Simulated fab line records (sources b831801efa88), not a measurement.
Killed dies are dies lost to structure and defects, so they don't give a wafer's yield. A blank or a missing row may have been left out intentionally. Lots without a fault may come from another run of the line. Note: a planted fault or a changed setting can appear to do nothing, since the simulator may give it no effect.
A single fault, viewed from 2 desks + flow gf180mcu + each desk holds nothing but its own numbers, with what lay behind them at the end

TOOL OWNER'S DESK, cmp-01
The tool's own readings at GF_V3_CMP_04 (polishes SiO2): means of the sampled wafers that have a number, for each lot that ran on this tool. Any lot whose mean is over 4 standard deviations away from the usual mean is out of limits and marked OUT; that distance is given in the brackets.
Columns: A = motorCurrentA at GF_V3_CMP_04, usual 11.6 A; B = timeToEndpointS at GF_V3_CMP_04, usual 79 s
| lot  | first seen here | A    | B  |
|------|-----------------|------|----|
| L560 | day 22 03:37    | 12.6 | 71 |
| L561 | day 22 07:48    | 12.1 | 75 |
| L562 | day 22 19:35    | 12.6 | 80 |
| L563 | day 23 07:25    | 13.2 | 82 |
| L566 | day 24 08:13    | 12.5 | 80 |
| L569 | day 25 06:02    | 12.8 | 80 |
| L577 | day 28 06:13    | 13.1 | 71 |
| L578 | day 28 08:03    | 12.1 | 66 |
This desk's verdict: no lot among the 8 shows anything out of limits.

METROLOGY DESK
Means of the sampled wafers that have a number, per lot and without regard to the tool the lot ran on: this is what the gauges read. Any lot whose mean is over 4 standard deviations away from the usual mean is out of limits and marked OUT; that distance is given in the brackets.
Columns: A = V3_BOW at GF_V3_BOW_MEAS_05, usual 119 um
| lot  | first seen here | A   |
|------|-----------------|-----|
| L558 | day 21 05:02    | 117 |
| L560 | day 22 03:52    | 116 |
| L561 | day 22 08:06    | 115 |
| L562 | day 22 19:53    | 117 |
| L563 | day 23 07:43    | 115 |
| L564 | day 23 15:07    | 119 |
| L566 | day 24 08:31    | 112 |
| L567 | day 24 18:14    | 111 |
| L568 | day 25 01:27    | 112 |
| L569 | day 25 06:21    | 121 |
| L570 | day 25 12:58    | 113 |
| L577 | day 28 06:23    | 120 |
| L578 | day 28 08:19    | 124 |
| L581 | day 29 01:02    | 119 |
This desk's verdict: no lot among the 14 shows anything out of limits.

TAKEN TOGETHER
Nothing out of limits was seen by the tool owner's desk.
From the metrology desk's view, nothing was out of limits.

WHAT WAS PUT IN BY THE SIMULATOR
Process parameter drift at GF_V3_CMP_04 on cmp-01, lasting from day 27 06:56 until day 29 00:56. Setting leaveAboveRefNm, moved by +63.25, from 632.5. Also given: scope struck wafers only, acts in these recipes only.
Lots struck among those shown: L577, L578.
